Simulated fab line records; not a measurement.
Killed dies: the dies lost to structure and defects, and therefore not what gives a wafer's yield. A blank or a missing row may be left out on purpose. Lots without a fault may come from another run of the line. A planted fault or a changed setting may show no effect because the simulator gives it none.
Chamber matching ; flow sky130 ; 4 sister chambers for SKY_SPACER_ETCHBACK_02 on rie-diel-02
The step etches Si3N4 in CH3F/O2, stops on SiO2, time 46.7 s, target depth 45 nm. 8 wafers are shown with their chamber, then 11 later ones without.

== WAFERS PAIRED WITH THEIR CHAMBERS ==
wafer;chamber;drypump-motor-current-A (A);throttle-valve-pct (%)
L080.4;0;5.2;10.568
L081.2;0;5.2;10.537
L081.3;1;5.4;10.565
L084.4;2;5.0;10.552
L086.3;3;6.1;10.565
L086.4;2;4.9;10.551
L086.5;3;6.1;10.569
L090.2;1;5.4;10.566

== WAFERS WITH NO CHAMBER GIVEN ==
wafer;drypump-motor-current-A (A);throttle-valve-pct (%)
L090.4;6.1;10.572
L090.5;5.4;10.561
L093.2;5.4;10.561
L093.3;5.0;10.538
L093.4;5.2;10.549
L095.1;6.1;10.551
L095.3;5.2;10.568
L095.4;5.4;10.553
L097.1;6.1;10.557
L097.3;5.0;10.559
L097.4;5.4;10.558

== EACH ONE'S CHAMBER ==
wafer;from the rows above;in truth
L090.4;3;3
L090.5;1;1
L093.2;1;1
L093.3;2;2
L093.4;0;0
L095.1;3;3
L095.3;0;0
L095.4;1;1
L097.1;3;3
L097.3;2;2
L097.4;1;1
11 of 11 placed correctly. Not placeable from these rows: 0. 0 placed wrongly.
How it was worked out, from the rows above alone: a wafer's distance from a chamber is the root of the sum, over the readings, of the square of ((its reading less the chamber's mean) divided by the reading's scatter). The wafer belongs to the nearest chamber; if the next one is less than 2 further off, it can't be placed. A chamber's mean is the mean of its shown wafers. How the scatter is found: for the shown wafers, subtract from each reading the mean of its chamber, square and add these, divide the total by (wafers less chambers), then take the root.
